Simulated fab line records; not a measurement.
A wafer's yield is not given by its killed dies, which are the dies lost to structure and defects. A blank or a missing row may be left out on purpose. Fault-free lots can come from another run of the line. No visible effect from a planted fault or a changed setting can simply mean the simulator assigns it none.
Which tool was responsible? || flow sky130 || 12 lots with 36 wafers sampled at 5 steps, on a route of 708 steps

WHAT EACH GAUGE READ, for each wafer
SKY_GATE_OXIDE_OVL_MEAS_10. Usual: GATE_OXIDE_OVL typically reads -0.2 nm, with standard deviation 1.2.
{"lot": "L954", "measured": "day 13 07:17", "on": "overlay-01", "GATE_OXIDE_OVL (nm)": "0.4 2.8 2.5", "flag": ""}
{"lot": "L956", "measured": "day 14 05:52", "on": "overlay-02", "GATE_OXIDE_OVL (nm)": "0.0 -1.2 -0.7", "flag": ""}
{"lot": "L958", "measured": "day 15 02:08", "on": "overlay-01", "GATE_OXIDE_OVL (nm)": "-0.4 -1.9 0.3", "flag": ""}
{"lot": "L959", "measured": "day 15 04:46", "on": "overlay-01", "GATE_OXIDE_OVL (nm)": "-0.9 -1.2 -0.4", "flag": ""}
{"lot": "L961", "measured": "day 16 01:28", "on": "overlay-02", "GATE_OXIDE_OVL (nm)": "2.7 0.4 -1.0", "flag": ""}
{"lot": "L963", "measured": "day 17 08:40", "on": "overlay-01", "GATE_OXIDE_OVL (nm)": "0.5 1.4 -0.4", "flag": ""}
{"lot": "L964", "measured": "day 17 17:31", "on": "overlay-02", "GATE_OXIDE_OVL (nm)": "0.8 1.0 -0.3", "flag": ""}
{"lot": "L971", "measured": "day 19 13:13", "on": "overlay-02", "GATE_OXIDE_OVL (nm)": "0.8 -0.4 0.3", "flag": ""}
{"lot": "L972", "measured": "day 19 20:10", "on": "overlay-01", "GATE_OXIDE_OVL (nm)": "1.5 1.5 1.1", "flag": ""}
{"lot": "L973", "measured": "day 20 10:46", "on": "overlay-02", "GATE_OXIDE_OVL (nm)": "0.0 0.5 0.1", "flag": ""}
{"lot": "L974", "measured": "day 20 22:04", "on": "overlay-02", "GATE_OXIDE_OVL (nm)": "-0.1 -0.8 -2.3", "flag": ""}
{"lot": "L977", "measured": "day 21 17:22", "on": "overlay-02", "GATE_OXIDE_OVL (nm)": "-2.7 -0.3 -0.1", "flag": ""}

SKY_RES_PROTECT_TW_MEAS_08. Usual: POLY_GATE_TW typically reads 4067, with standard deviation 40.
{"lot": "L954", "measured": "day 14 12:56", "on": "film-metro-03", "POLY_GATE_TW": "4067 4069 4041", "flag": ""}
{"lot": "L956", "measured": "day 15 11:44", "on": "film-metro-04", "POLY_GATE_TW": "4087 4090 4093", "flag": ""}
{"lot": "L958", "measured": "day 16 10:40", "on": "film-metro-04", "POLY_GATE_TW": "4122 4125 4096", "flag": ""}
{"lot": "L959", "measured": "day 16 13:26", "on": "film-metro-04", "POLY_GATE_TW": "4122 4129 4127", "flag": ""}
{"lot": "L961", "measured": "day 17 11:07", "on": "film-metro-04", "POLY_GATE_TW": "4079 4098 4106", "flag": ""}
{"lot": "L963", "measured": "day 18 17:16", "on": "film-metro-04", "POLY_GATE_TW": "4080 4086 4082", "flag": ""}
{"lot": "L964", "measured": "day 19 04:29", "on": "film-metro-03", "POLY_GATE_TW": "4036 4030 4026", "flag": ""}
{"lot": "L971", "measured": "day 20 23:07", "on": "film-metro-02", "POLY_GATE_TW": "4026 4045 3998", "flag": ""}
{"lot": "L972", "measured": "day 21 07:29", "on": "film-metro-04", "POLY_GATE_TW": "4106 4079 4106", "flag": ""}
{"lot": "L973", "measured": "day 21 22:35", "on": "film-metro-02", "POLY_GATE_TW": "4037 4022 4029", "flag": ""}
{"lot": "L974", "measured": "day 22 08:47", "on": "film-metro-03", "POLY_GATE_TW": "4068 4043 4050", "flag": ""}
{"lot": "L977", "measured": "day 23 04:11", "on": "film-metro-04", "POLY_GATE_TW": "4108 4101 4111", "flag": ""}

SKY_LDD_HVN_TW_MEAS_10. Usual: LDD_HVN_TW typically reads 1443, with standard deviation 17.
{"lot": "L954", "measured": "day 19 17:08", "on": "film-metro-04", "LDD_HVN_TW": "1462 1460 1460", "flag": ""}
{"lot": "L956", "measured": "day 20 17:05", "on": "film-metro-01", "LDD_HVN_TW": "1437 1444 1444", "flag": ""}
{"lot": "L958", "measured": "day 21 17:18", "on": "film-metro-02", "LDD_HVN_TW": "1432 1430 1435", "flag": ""}
{"lot": "L959", "measured": "day 21 20:16", "on": "film-metro-02", "LDD_HVN_TW": "1433 1429 1424", "flag": ""}
{"lot": "L961", "measured": "day 22 19:43", "on": "film-metro-01", "LDD_HVN_TW": "1444 1443 1442", "flag": ""}
{"lot": "L963", "measured": "day 24 02:46", "on": "film-metro-04", "LDD_HVN_TW": "1452 1462 1458", "flag": ""}
{"lot": "L964", "measured": "day 24 13:55", "on": "film-metro-01", "LDD_HVN_TW": "1431 1422 1431", "flag": ""}
{"lot": "L971", "measured": "day 26 03:46", "on": "film-metro-04", "LDD_HVN_TW": "1598 1605 1594", "flag": "OFF"}
{"lot": "L972", "measured": "day 26 12:04", "on": "film-metro-01", "LDD_HVN_TW": "1571 1565 1571", "flag": "OFF"}
{"lot": "L973", "measured": "day 27 01:22", "on": "film-metro-01", "LDD_HVN_TW": "1428 1429 1427", "flag": ""}
{"lot": "L974", "measured": "day 27 10:46", "on": "film-metro-01", "LDD_HVN_TW": "1423 1428 1421", "flag": ""}
{"lot": "L977", "measured": "day 28 02:46", "on": "film-metro-04", "LDD_HVN_TW": "1470 1463 1470", "flag": ""}

WHICH TOOL RAN EACH LOT (tool, then ch and the chambers of the sampled wafers, then the start)
{"lot": "L954", "SKY_GATE_OXIDE_STRIP_13": "plasma-asher-04 ch 0,1, day 13 07:35", "SKY_LDD_HVN_IMPLANT_08": "implanter-03 ch 0, day 19 16:55"}
{"lot": "L956", "SKY_GATE_OXIDE_STRIP_13": "plasma-asher-02 ch 0,1, day 14 06:11", "SKY_LDD_HVN_IMPLANT_08": "implanter-02 ch 0, day 20 16:52"}
{"lot": "L958", "SKY_GATE_OXIDE_STRIP_13": "plasma-asher-03 ch 0,1, day 15 02:26", "SKY_LDD_HVN_IMPLANT_08": "implanter-03 ch 0, day 21 17:05"}
{"lot": "L959", "SKY_GATE_OXIDE_STRIP_13": "plasma-asher-04 ch 0,1, day 15 05:04", "SKY_LDD_HVN_IMPLANT_08": "implanter-03 ch 0, day 21 20:01"}
{"lot": "L961", "SKY_GATE_OXIDE_STRIP_13": "plasma-asher-02 ch 0,1, day 16 01:46", "SKY_LDD_HVN_IMPLANT_08": "implanter-03 ch 0, day 22 19:28"}
{"lot": "L963", "SKY_GATE_OXIDE_STRIP_13": "plasma-asher-03 ch 1, day 17 08:57", "SKY_LDD_HVN_IMPLANT_08": "implanter-02 ch 0, day 24 02:31"}
{"lot": "L964", "SKY_GATE_OXIDE_STRIP_13": "plasma-asher-03 ch 0,1, day 17 17:48", "SKY_LDD_HVN_IMPLANT_08": "implanter-02 ch 0, day 24 13:40"}
{"lot": "L971", "SKY_GATE_OXIDE_STRIP_13": "plasma-asher-04 ch 0,1, day 19 13:31", "SKY_LDD_HVN_IMPLANT_08": "implanter-02 ch 0, day 26 03:31"}
{"lot": "L972", "SKY_GATE_OXIDE_STRIP_13": "plasma-asher-04 ch 0,1, day 19 20:27", "SKY_LDD_HVN_IMPLANT_08": "implanter-02 ch 0, day 26 11:50"}
{"lot": "L973", "SKY_GATE_OXIDE_STRIP_13": "plasma-asher-02 ch 0,1, day 20 11:03", "SKY_LDD_HVN_IMPLANT_08": "implanter-04 ch 0, day 27 01:08"}
{"lot": "L974", "SKY_GATE_OXIDE_STRIP_13": "plasma-asher-02 ch 0,1, day 20 22:21", "SKY_LDD_HVN_IMPLANT_08": "implanter-03 ch 0, day 27 10:32"}
{"lot": "L977", "SKY_GATE_OXIDE_STRIP_13": "plasma-asher-02 ch 0,1, day 21 17:40", "SKY_LDD_HVN_IMPLANT_08": "implanter-03 ch 0, day 28 02:32"}
- SKY_GATE_OXIDE_STRIP_13: strips in O2/N2.
- SKY_LDD_HVN_IMPLANT_08

WHAT THE TOOLS THEMSELVES READ (means of the sampled wafers that have a number; where no wafer has one, the mark that the record gives instead)
SKY_GATE_OXIDE_STRIP_13. Usual: drypump-motor-current-A 5.6 A, standard deviation 0.53; oes-product-au 0.716 a.u., standard deviation 0.0047; strip-time-to-endpoint-s 14.18 s, standard deviation 0.039.
{"lot": "L954", "tool": "plasma-asher-04", "drypump-motor-current-A (A)": 5.4, "oes-product-au (a.u.)": 0.715, "strip-time-to-endpoint-s (s)": 14.19, "flag": ""}
{"lot": "L956", "tool": "plasma-asher-02", "drypump-motor-current-A (A)": 5.6, "oes-product-au (a.u.)": 0.721, "strip-time-to-endpoint-s (s)": 14.21, "flag": ""}
{"lot": "L958", "tool": "plasma-asher-03", "drypump-motor-current-A (A)": 5.9, "oes-product-au (a.u.)": 0.716, "strip-time-to-endpoint-s (s)": 14.22, "flag": ""}
{"lot": "L959", "tool": "plasma-asher-04", "drypump-motor-current-A (A)": 5.2, "oes-product-au (a.u.)": 0.717, "strip-time-to-endpoint-s (s)": 14.23, "flag": ""}
{"lot": "L961", "tool": "plasma-asher-02", "drypump-motor-current-A (A)": 5.7, "oes-product-au (a.u.)": 0.712, "strip-time-to-endpoint-s (s)": 14.15, "flag": ""}
{"lot": "L963", "tool": "plasma-asher-03", "drypump-motor-current-A (A)": 5.9, "oes-product-au (a.u.)": 0.712, "strip-time-to-endpoint-s (s)": 14.21, "flag": ""}
{"lot": "L964", "tool": "plasma-asher-03", "drypump-motor-current-A (A)": 5.9, "oes-product-au (a.u.)": 0.715, "strip-time-to-endpoint-s (s)": 14.19, "flag": ""}
{"lot": "L971", "tool": "plasma-asher-04", "drypump-motor-current-A (A)": 5.2, "oes-product-au (a.u.)": 0.715, "strip-time-to-endpoint-s (s)": 14.20, "flag": ""}
{"lot": "L972", "tool": "plasma-asher-04", "drypump-motor-current-A (A)": 5.2, "oes-product-au (a.u.)": 0.714, "strip-time-to-endpoint-s (s)": 14.18, "flag": ""}
{"lot": "L973", "tool": "plasma-asher-02", "drypump-motor-current-A (A)": 6.1, "oes-product-au (a.u.)": 0.717, "strip-time-to-endpoint-s (s)": 14.13, "flag": ""}
{"lot": "L974", "tool": "plasma-asher-02", "drypump-motor-current-A (A)": 5.6, "oes-product-au (a.u.)": 0.713, "strip-time-to-endpoint-s (s)": 14.18, "flag": ""}
{"lot": "L977", "tool": "plasma-asher-02", "drypump-motor-current-A (A)": 6.1, "oes-product-au (a.u.)": 0.711, "strip-time-to-endpoint-s (s)": 14.16, "flag": ""}

SKY_LDD_HVN_IMPLANT_08. Usual: beam-energy-keV 60.000, standard deviation 0.017; end-station-pressure-torr 5.12e-06 Torr, standard deviation 2.4e-07.
{"lot": "L954", "tool": "implanter-03", "beam-energy-keV": 60.009, "end-station-pressure-torr (Torr)": 5.12e-06, "flag": ""}
{"lot": "L956", "tool": "implanter-02", "beam-energy-keV": 59.975, "end-station-pressure-torr (Torr)": 5.09e-06, "flag": ""}
{"lot": "L958", "tool": "implanter-03", "beam-energy-keV": 60.003, "end-station-pressure-torr (Torr)": 5.19e-06, "flag": ""}
{"lot": "L959", "tool": "implanter-03", "beam-energy-keV": 59.996, "end-station-pressure-torr (Torr)": 5.10e-06, "flag": ""}
{"lot": "L961", "tool": "implanter-03", "beam-energy-keV": 59.999, "end-station-pressure-torr (Torr)": 4.89e-06, "flag": ""}
{"lot": "L963", "tool": "implanter-02", "beam-energy-keV": 59.994, "end-station-pressure-torr (Torr)": 4.80e-06, "flag": ""}
{"lot": "L964", "tool": "implanter-02", "beam-energy-keV": 60.003, "end-station-pressure-torr (Torr)": 5.01e-06, "flag": ""}
{"lot": "L971", "tool": "implanter-02", "beam-energy-keV": 86.394, "end-station-pressure-torr (Torr)": 5.08e-06, "flag": "OFF"}
{"lot": "L972", "tool": "implanter-02", "beam-energy-keV": 86.364, "end-station-pressure-torr (Torr)": 5.17e-06, "flag": "OFF"}
{"lot": "L973", "tool": "implanter-04", "beam-energy-keV": 59.999, "end-station-pressure-torr (Torr)": 5.03e-06, "flag": ""}
{"lot": "L974", "tool": "implanter-03", "beam-energy-keV": 60.007, "end-station-pressure-torr (Torr)": 5.02e-06, "flag": ""}
{"lot": "L977", "tool": "implanter-03", "beam-energy-keV": 59.980, "end-station-pressure-torr (Torr)": 5.05e-06, "flag": ""}

THE ANSWER, worked out from the rows above alone
Rule: lot off if the mean of its wafers having a number is beyond 3 standard deviations from the usual mean. A lot without any number at a reading at which 4 lots or more have one is off too. Any other lot the step has rows for is counted as sound. The gauges are gone through in route order, then the tools' own readings, and for those a lot's mean is taken as printed above. At the first step where some lot is off, the reading lying furthest off is the one used; lots without a number count as furthest.
Off: at SKY_LDD_HVN_TW_MEAS_10 (LDD_HVN_TW), L971, L972.
If a tool, at a process step before that reading, ran all the lots that are off and no sound lot after the first of them, it fits. Not tried: the gauges at SKY_LDD_HVN_TW_MEAS_10; whatever is off there is also off at SKY_LDD_HVN_IMPLANT_08, on other tools, and gauge error can't account for it. Can't be told from this: 2 tools fit, plasma-asher-04 at SKY_GATE_OXIDE_STRIP_13, implanter-02 at SKY_LDD_HVN_IMPLANT_08.

WHAT THE SIMULATOR HAD PUT IN
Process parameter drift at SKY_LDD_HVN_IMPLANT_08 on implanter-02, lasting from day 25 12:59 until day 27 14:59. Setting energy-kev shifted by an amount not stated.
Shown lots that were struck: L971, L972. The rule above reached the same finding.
